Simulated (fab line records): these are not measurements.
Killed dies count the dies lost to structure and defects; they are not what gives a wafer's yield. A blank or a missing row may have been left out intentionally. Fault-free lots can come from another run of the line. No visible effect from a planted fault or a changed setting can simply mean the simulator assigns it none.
One fault seen from 2 desks | flow sfq line | only its own numbers are on each desk; what lay behind them is given at the end

== TOOL OWNER'S DESK, pvd sputter-03 ==
The tool's own readings at SFQ_TRILAYER_R5_DEP_SPUTTER_133 (material MoNx, target thk 40 nm, time 66.7 s): means of the sampled wafers that have a number, for each lot that ran on this tool. Any lot whose mean is over 4 standard deviations away from the usual mean is out of limits and marked OUT; that distance is given in the brackets.
Columns: A = cathode dc power W at SFQ_TRILAYER_R5_DEP_SPUTTER_133, usual 999.99 W; B = throttle valve pct at SFQ_TRILAYER_R5_DEP_SPUTTER_133, usual 30.7 %
lot  | first seen here | A                         | B
L143 | day 49 13:49    | 1000.00                   | 30.8
L144 | day 49 21:38    | 999.93                    | 31.3
L145 | day 50 01:55    | 1099.17 (+99 or more) OUT | 30.5
L147 | day 50 11:00    | 1099.40 (+99 or more) OUT | 30.8
L157 | day 57 19:22    | 999.85                    | 30.6
L163 | day 60 01:07    | 999.91                    | 30.1
Finding of this desk: L145, L147 out of limits; the first was L145 at day 50 01:55, on cathode dc power W at SFQ_TRILAYER_R5_DEP_SPUTTER_133. L143, L144, L157, L163 stayed within limits.

== AT THE METROLOGY DESK ==
What the gauges read for every lot (on any tool): the sampled wafers with a number, averaged. Any lot whose mean is over 4 standard deviations away from the usual mean is out of limits and marked OUT; that distance is given in the brackets.
Columns: A = R5_MONX_RS at SFQ_R5_RS_MEAS_933, usual 7.07 ohm/sq; B = R5_MONX_THK at SFQ_R5_THK_MEAS_934, usual 39.7 nm
lot  | first seen here | A               | B
L140 | day 48 04:55    | 7.13            | 39.4
L143 | day 49 13:55    | 7.14            | 38.8
L144 | day 49 21:47    | 7.15            | 39.0
L145 | day 50 02:01    | 6.44 (-9.0) OUT | 43.8 (+8.8) OUT
L146 | day 50 05:07    | 7.01            | 40.0
L147 | day 50 11:04    | 6.58 (-7.0) OUT | 42.9 (+6.9) OUT
L155 | day 54 21:02    | 7.07            | 40.1
L156 | day 57 06:35    | 6.99            | 40.2
L157 | day 57 19:27    | 7.09            | 39.6
L158 | day 58 04:14    | 7.11            | 39.7
L160 | day 59 10:11    | 7.06            | 39.8
L161 | day 59 13:13    | 7.01            | 40.0
L162 | day 60 00:23    | 6.94            | 40.6
L163 | day 60 01:11    | 7.04            | 39.8
Finding of this desk: L145, L147 out of limits, first seen on L145 at day 50 02:01 (R5_MONX_RS at SFQ_R5_RS_MEAS_933). L140, L143, L144, L146, L155, L156, L157, L158, L160, L161, L162, L163 stayed within limits.

== ALL TOGETHER ==
An alarm could have come from the tool owner's desk at day 50 01:55, on L145, L147.
L145, L147 would have let the metrology desk raise an alarm at day 50 02:01.
Every lot named ran SFQ_TRILAYER_R5_DEP_SPUTTER_133 on pvd sputter-03.

== WHAT HAD BEEN PUT IN BY THE SIMULATOR ==
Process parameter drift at SFQ_TRILAYER_R5_DEP_SPUTTER_133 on pvd sputter-03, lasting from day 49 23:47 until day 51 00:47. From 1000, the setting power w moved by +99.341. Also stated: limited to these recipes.
Lots struck among those shown: L145, L147.
Delay (hours) between the fault's onset and each desk's first out-of-limits reading: 2 at the tool owner's desk, 2 at the metrology desk.
